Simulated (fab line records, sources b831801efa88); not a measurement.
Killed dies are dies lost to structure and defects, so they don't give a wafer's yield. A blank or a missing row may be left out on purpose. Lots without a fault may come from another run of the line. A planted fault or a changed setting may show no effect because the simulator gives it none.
Which tool did it? | flow sky130 | 15 lots, 45 wafers sampled, at 4 steps of a route of 708

WHAT THE GAUGES READ, wafer by wafer
The record holds no reading of a measuring or inspecting step that can be judged against a usual standard deviation.

WHICH TOOL RAN EACH LOT (tool, then ch and the chambers of the sampled wafers, then the start)
lot  | SKY_VIA3_CMP_24               | SKY_METAL4_SPUTTER_02        | SKY_METAL4_SPUTTER_03        | SKY_METAL5_SPUTTER_03
L201 | cmp-01 ch 0,1,2, day 39 19:59 | pvd_sputter-01, day 39 20:17 | pvd_sputter-01, day 39 20:19 | pvd_sputter-04, day 42 22:58
L202 | cmp-01 ch 0,1,2, day 40 09:31 | pvd_sputter-01, day 40 09:46 | pvd_sputter-01, day 40 09:49 | pvd_sputter-03, day 43 12:04
L203 | cmp-01 ch 1,3, day 40 18:18   | pvd_sputter-04, day 40 18:36 | pvd_sputter-04, day 40 18:38 | pvd_sputter-02, day 43 19:53
L206 | cmp-01 ch 0,2, day 41 12:10   | pvd_sputter-03, day 41 12:28 | pvd_sputter-03, day 41 12:29 | pvd_sputter-02, day 44 13:19
L205 | cmp-02 ch 0,2,3, day 41 15:13 | pvd_sputter-03, day 41 15:31 | pvd_sputter-03, day 41 15:32 | pvd_sputter-04, day 44 16:45
L208 | cmp-02 ch 0,2, day 42 12:12   | pvd_sputter-04, day 42 12:29 | pvd_sputter-04, day 42 12:32 | pvd_sputter-03, day 45 11:16
L209 | cmp-02 ch 0,1,3, day 42 13:01 | pvd_sputter-04, day 42 13:16 | pvd_sputter-04, day 42 13:17 | pvd_sputter-04, day 45 12:30
L211 | cmp-01 ch 0,2,3, day 43 06:25 | pvd_sputter-04, day 43 06:46 | pvd_sputter-04, day 43 06:48 | pvd_sputter-04, day 46 02:43
L213 | cmp-02 ch 0,3, day 43 17:46   | pvd_sputter-01, day 43 18:04 | pvd_sputter-01, day 43 18:07 | pvd_sputter-04, day 46 15:11
L214 | cmp-02 ch 1,3, day 43 18:25   | pvd_sputter-04, day 43 18:43 | pvd_sputter-04, day 43 18:44 | pvd_sputter-04, day 46 15:43
L219 | cmp-01 ch 0,1,2, day 45 05:32 | pvd_sputter-01, day 45 05:47 | pvd_sputter-01, day 45 05:49 | pvd_sputter-03, day 47 22:25
L220 | cmp-02 ch 0,2,3, day 45 06:16 | pvd_sputter-04, day 45 06:34 | pvd_sputter-04, day 45 06:37 | pvd_sputter-04, day 47 22:34
L221 | cmp-01 ch 2,3, day 45 10:11   | pvd_sputter-03, day 45 10:32 | pvd_sputter-03, day 45 10:35 | pvd_sputter-03, day 48 03:08
L222 | cmp-01 ch 1,2, day 45 16:08   | pvd_sputter-01, day 45 16:29 | pvd_sputter-01, day 45 16:31 | pvd_sputter-02, day 48 08:31
L223 | cmp-02 ch 0,2, day 46 01:32   | pvd_sputter-01, day 46 01:53 | pvd_sputter-01, day 46 01:56 | pvd_sputter-02, day 48 18:24
- SKY_VIA3_CMP_24: polishes, stops on SiO2, t overpolish 20 s, target thk 0 nm.
- SKY_METAL4_SPUTTER_02: material AlCu, target thk 735 nm, time 39.1 s.
- SKY_METAL4_SPUTTER_03: material Ti, target thk 5 nm, time 3.3 s.
- SKY_METAL5_SPUTTER_03: material Ti, target thk 5 nm, time 3.3 s.

WHAT THE TOOLS THEMSELVES READ (means of the sampled wafers that have a number; where no wafer has one, the mark that the record gives instead)
SKY_VIA3_CMP_24.
lot  | tool   | motor_current_A (A) | overpolish_run_s (s) | time_to_endpoint_s (s)
L201 | cmp-01 | 10.3                | 19.998               | 91
L202 | cmp-01 | 10.1                | 20.005               | 93
L203 | cmp-01 | 9.8                 | 20.004               | 95
L206 | cmp-01 | 10.2                | 19.994               | 91
L205 | cmp-02 | 12.1                | 20.008               | 87
L208 | cmp-02 | 10.3                | 19.999               | 89
L209 | cmp-02 | 11.2                | 20.010               | 90
L211 | cmp-01 | 10.4                | 19.998               | 95
L213 | cmp-02 | 12.2                | 20.000               | 91
L214 | cmp-02 | 11.7                | 20.000               | 98
L219 | cmp-01 | 10.1                | 19.995               | 97
L220 | cmp-02 | 11.8                | 20.004               | 91
L221 | cmp-01 | 9.8                 | 19.991               | 93
L222 | cmp-01 | 9.4                 | 20.000               | 91
L223 | cmp-02 | 10.8                | 20.006               | 95

SKY_METAL4_SPUTTER_02.
lot  | tool           | cathode_dc_power_W (W) | chamber_pressure_pa (Pa) | throttle_valve_pct (%)
L201 | pvd_sputter-01 | 10600                  | 0.3997                   | 29.4
L202 | pvd_sputter-01 | 10599                  | 0.4001                   | 30.0
L203 | pvd_sputter-04 | 10600                  | 0.3996                   | 30.1
L206 | pvd_sputter-03 | 10602                  | 0.3997                   | 31.1
L205 | pvd_sputter-03 | 10600                  | 0.3996                   | 31.1
L208 | pvd_sputter-04 | 10601                  | 0.3995                   | 30.0
L209 | pvd_sputter-04 | 10599                  | 0.3998                   | 30.3
L211 | pvd_sputter-04 | 10599                  | 0.4002                   | 29.7
L213 | pvd_sputter-01 | 10599                  | 0.3992                   | 29.8
L214 | pvd_sputter-04 | 10599                  | 0.4000                   | 30.0
L219 | pvd_sputter-01 | 10601                  | 0.3999                   | 30.0
L220 | pvd_sputter-04 | 10599                  | 0.4003                   | 30.0
L221 | pvd_sputter-03 | 10601                  | 0.4002                   | 31.0
L222 | pvd_sputter-01 | 10601                  | 0.3997                   | 29.1
L223 | pvd_sputter-01 | 10601                  | 0.4001                   | 30.0

SKY_METAL4_SPUTTER_03.
lot  | tool           | cathode_dc_power_W (W) | chamber_pressure_pa (Pa) | throttle_valve_pct (%)
L201 | pvd_sputter-01 | 2999.9                 | 0.4007                   | 29.3
L202 | pvd_sputter-01 | 3000.1                 | 0.3996                   | 30.2
L203 | pvd_sputter-04 | 3000.2                 | 0.4011                   | 30.2
L206 | pvd_sputter-03 | 2999.3                 | 0.3992                   | 31.0
L205 | pvd_sputter-03 | 3000.2                 | 0.3997                   | 31.5
L208 | pvd_sputter-04 | 3000.0                 | 0.3997                   | 30.0
L209 | pvd_sputter-04 | 2999.9                 | 0.4006                   | 30.0
L211 | pvd_sputter-04 | 2999.9                 | 0.4000                   | 29.8
L213 | pvd_sputter-01 | 2999.9                 | 0.4002                   | 29.8
L214 | pvd_sputter-04 | 3000.1                 | 0.3996                   | 29.9
L219 | pvd_sputter-01 | 3000.4                 | 0.4006                   | 29.9
L220 | pvd_sputter-04 | 3000.1                 | 0.3997                   | 29.7
L221 | pvd_sputter-03 | 2999.8                 | 0.4002                   | 31.0
L222 | pvd_sputter-01 | 3000.5                 | 0.4001                   | 28.9
L223 | pvd_sputter-01 | 2999.8                 | 0.4000                   | 30.1

SKY_METAL5_SPUTTER_03.
lot  | tool           | cathode_dc_power_W (W) | chamber_pressure_pa (Pa) | throttle_valve_pct (%)
L201 | pvd_sputter-04 | 2999.7                 | 0.4000                   | 29.9
L202 | pvd_sputter-03 | 3000.2                 | 0.4004                   | 30.7
L203 | pvd_sputter-02 | 3000.5                 | 0.4001                   | 30.0
L206 | pvd_sputter-02 | 3000.1                 | 0.3990                   | 30.0
L205 | pvd_sputter-04 | 3000.4                 | 0.4001                   | 29.9
L208 | pvd_sputter-03 | 2999.6                 | 0.3996                   | 30.8
L209 | pvd_sputter-04 | 3000.4                 | 0.3995                   | 30.1
L211 | pvd_sputter-04 | 3000.3                 | 0.3992                   | 29.8
L213 | pvd_sputter-04 | 3000.6                 | 0.3992                   | 30.1
L214 | pvd_sputter-04 | 2999.7                 | 0.3999                   | 30.1
L219 | pvd_sputter-03 | -                      | -                        | -
L220 | pvd_sputter-04 | -                      | -                        | -
L221 | pvd_sputter-03 | -                      | -                        | -
L222 | pvd_sputter-02 | 3000.0                 | 0.4004                   | 29.7
L223 | pvd_sputter-02 | 3000.0                 | 0.4002                   | 29.9

THE ANSWER, worked out from the rows above alone
Rule: what is usual is taken from the lots themselves. Put in order of their means at a reading, lots are off if they are a third of the lots or fewer, leave a main group of 4 or more, and stand apart from it by a gap of 3 or more times the standard deviation of the main group's means; of several such gaps the widest counts. A main group whose means are all the same, to the digits that the tables above print for the reading, isn't used. A lot without any number at a reading at which 4 lots or more have one is off too. The other lots that the step has rows for count as sound. The gauges are gone through in route order, then the tools' own readings, and for those a lot's mean is taken as printed above. The first step at which some lot is off is used, and at that step the reading that is off furthest; a lot without a number counts as furthest.
Off: L219, L220, L221, at SKY_METAL5_SPUTTER_03 (cathode_dc_power_W). Without a number there: L219, L220, L221. The main group: mean 3000.1 W, standard deviation 0.32.
A tool fits if, at that step or a process step before it, it ran every lot that is off, and no sound lot after the first of them. None of those tried fits.

WHAT THE SIMULATOR HAD PUT IN
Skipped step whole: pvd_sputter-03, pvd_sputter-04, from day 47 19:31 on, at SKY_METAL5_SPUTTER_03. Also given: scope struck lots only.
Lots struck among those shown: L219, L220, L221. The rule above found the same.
